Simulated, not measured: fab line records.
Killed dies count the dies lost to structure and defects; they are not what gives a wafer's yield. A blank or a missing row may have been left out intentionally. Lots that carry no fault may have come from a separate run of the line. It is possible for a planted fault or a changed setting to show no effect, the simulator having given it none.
A struck lot beside a sound one || flow sky130 || 43 out of 708 route steps
Sound: the wafers L892.1, L892.4, L892.5. Struck: wafers L901.3, L901.6. (L901.1 of the same lot was not struck and is left out.) The cause comes at the end.
At each step with rows: each side's tool, then ch and its chambers, then its first start. Under that, the readings that differ: sound wafers || struck wafers || difference of the means || sigmas: that difference in standard deviations of wafers without a fault.
alike: same words and numbers on both sides, and readings whose means sit less than 2 such deviations apart. not compared: any withheld reading, any reading some wafer has no value for, any bound like >300 that may hide the same value, and any number with overlapping values for which the record gives no deviation.
Wherever a step has rows on one side only, a row that says differs or no value, or a row with sigmas, the two part there. Non-overlapping numbers with no deviation appear without sigmas and do not part them. A reading missing from all wafers of one side parts the sides only when that side holds two or more wafers.

SKY_SPACER_THK_MEAS_01:
  sound on film_metro-04 at day 25 05:41; struck on film_metro-01 at day 28 00:59
{"reading": "SPACER_CVD_00_THK (nm)", "sound": "42.7 42.7 42.9", "struck": "43.7 43.5", "difference": "+0.8", "sigmas": "+2"}
SKY_SPACER_ETCHBACK_02: etches Si3N4 in CH3F/O2, stops on SiO2, time 46.7 s, target depth 45 nm.
  sound on rie_diel-04 ch 1,2, day 25 05:45; struck on rie_diel-01 ch 0,3, day 28 01:02
  alike: drypump_motor_current_A, oes_product_au, throttle_valve_pct
  not compared: rf_hours_counter_h
then, 8 steps without rows for these wafers: SKY_POLY_CUT_DEHYDRATE_00 (time 60 s); SKY_POLY_CUT_HMDS_01 (prime time 60 s); SKY_POLY_CUT_COAT_02 (resist thk 60 nm); SKY_POLY_CUT_COAT_03 (resist thk 450 nm); SKY_POLY_CUT_SOFTBAKE_04 (time 90 s); SKY_POLY_CUT_EXPOSE_05 (exposes mask NPCM, target cd 270 nm); SKY_POLY_CUT_PEB_06; SKY_POLY_CUT_DEVELOP_07 (develop time 60 s).
SKY_POLY_CUT_CD_MEAS_08: the cd target is 270 nm.
  sound on cd_sem-02 at day 26 09:52; struck on cd_sem-01 at day 29 04:37
  alike: cd_nm
SKY_POLY_CUT_OVL_MEAS_09:
  sound on overlay-02 at day 26 09:59; struck on overlay-01 at day 29 04:44
  alike: POLY_CUT_OVL
SKY_POLY_CUT_ETCH_10: etches BARC in N2/H2, stops on SiO2, time 45.9 s, target depth 60 nm.
  sound on rie_diel-03 ch 1,2,3, day 26 10:01; struck on rie_diel-01 ch 2, day 29 04:46
{"reading": "drypump_motor_current_A (A)", "sound": "6.4 5.8 6.4", "struck": "5.3 5.3", "difference": -0.9, "sigmas": -2}
{"reading": "throttle_valve_pct (%)", "sound": "13.235 13.245 13.229", "struck": "13.223 13.216", "difference": -0.017, "sigmas": -2}
  alike: oes_product_au
  not compared: rf_hours_counter_h
SKY_POLY_CUT_ETCH_11: etches Si3N4 in CF4/CH2F2/Ar, stops on poly-Si, time 42.5 s, target depth 60 nm.
  sound on rie_diel-03 ch 1,2,3, day 26 10:04; struck on rie_diel-01 ch 2, day 29 04:49
{"reading": "drypump_motor_current_A (A)", "sound": "6.4 5.8 6.4", "struck": "5.3 5.3", "difference": -0.9, "sigmas": -2}
  alike: ch2f2_flow_sccm, oes_product_au, throttle_valve_pct
  not compared: rf_hours_counter_h
SKY_POLY_CUT_STRIP_12: strips in O2/N2.
  sound on plasma_asher-04 ch 0,1, day 26 10:06; struck on plasma_asher-03 ch 0, day 29 04:51
  alike: drypump_motor_current_A, oes_product_au, strip_time_to_endpoint_s
  not compared: rf_hours_counter_h
then, 7 steps without rows for these wafers: SKY_SD_P_DEHYDRATE_00 (time 60 s); SKY_SD_P_HMDS_01 (prime time 60 s); SKY_SD_P_COAT_02 (resist thk 1131 nm); SKY_SD_P_SOFTBAKE_03 (time 60 s); SKY_SD_P_EXPOSE_04 (exposes mask PSDM, target cd 380 nm); SKY_SD_P_PEB_05; SKY_SD_P_DEVELOP_06 (develop time 60 s).
SKY_SD_P_CD_MEAS_07: the cd target is 380 nm.
  sound on cd_sem-01 at day 27 13:49; struck on cd_sem-01 at day 30 09:01
  alike: cd_nm
SKY_SD_P_OVL_MEAS_08:
  sound on overlay-01 at day 27 13:56; struck on overlay-02 at day 30 09:08
  alike: SD_P_OVL
then, 1 step without rows for these wafers: SKY_SD_P_IMPLANT_09.
SKY_SD_P_STRIP_10: strips in O2/N2.
  sound on plasma_asher-01 ch 0,1, day 27 14:08; struck on plasma_asher-01 ch 1, day 30 09:19
  alike: drypump_motor_current_A, oes_product_au, strip_time_to_endpoint_s
  not compared: rf_hours_counter_h
SKY_SD_P_TW_MEAS_11:
  sound on film_metro-04 at day 27 14:14; struck on film_metro-04 at day 30 09:25
  alike: SD_P_TW
then, 8 steps without rows for these wafers: SKY_RES_XHIGH_DEHYDRATE_00 (time 60 s); SKY_RES_XHIGH_HMDS_01 (prime time 60 s); SKY_RES_XHIGH_COAT_02 (resist thk 1140 nm); SKY_RES_XHIGH_SOFTBAKE_03 (time 60 s); SKY_RES_XHIGH_EXPOSE_04 (exposes mask URPM, target cd 1270 nm); SKY_RES_XHIGH_PEB_05; SKY_RES_XHIGH_DEVELOP_06 (develop time 60 s); SKY_RES_XHIGH_IMPLANT_07.
SKY_RES_XHIGH_STRIP_08: strips in O2/N2.
  sound on plasma_asher-03 ch 0,1, day 28 18:07; struck on plasma_asher-04 ch 0, day 31 12:01
{"reading": "drypump_motor_current_A (A)", "sound": "6.0 5.9 5.9", "struck": "5.0 5.0", "difference": -0.9, "sigmas": -3}
  alike: oes_product_au, strip_time_to_endpoint_s
  not compared: rf_hours_counter_h
SKY_RES_XHIGH_TW_MEAS_09:
  sound on film_metro-01 at day 28 18:13; struck on film_metro-01 at day 31 12:07
  alike: RES_XHIGH_TW
then, 5 steps without rows for these wafers: SKY_SD_N_DEHYDRATE_00 (time 60 s); SKY_SD_N_HMDS_01 (prime time 60 s); SKY_SD_N_COAT_02 (resist thk 1140 nm); SKY_SD_N_SOFTBAKE_03 (time 60 s); SKY_SD_N_EXPOSE_04 (exposes mask NSDM, target cd 380 nm).
-- the record jumps here: 18 days lie between the struck wafers' starts before and after (it left off in module SD_N and takes up again in module PAD_OPEN, whose first step shown is number 708 of the route) --
SKY_PAD_OPEN_PROBE_99:
  the record has rows for the struck wafers here (prober-02, day 49 02:44) and none for the sound ones

WHERE THEY PART
Earliest at SKY_SPACER_THK_MEAS_01; latest, in this record, at SKY_PAD_OPEN_PROBE_99.

WHY: whatever the simulator had introduced
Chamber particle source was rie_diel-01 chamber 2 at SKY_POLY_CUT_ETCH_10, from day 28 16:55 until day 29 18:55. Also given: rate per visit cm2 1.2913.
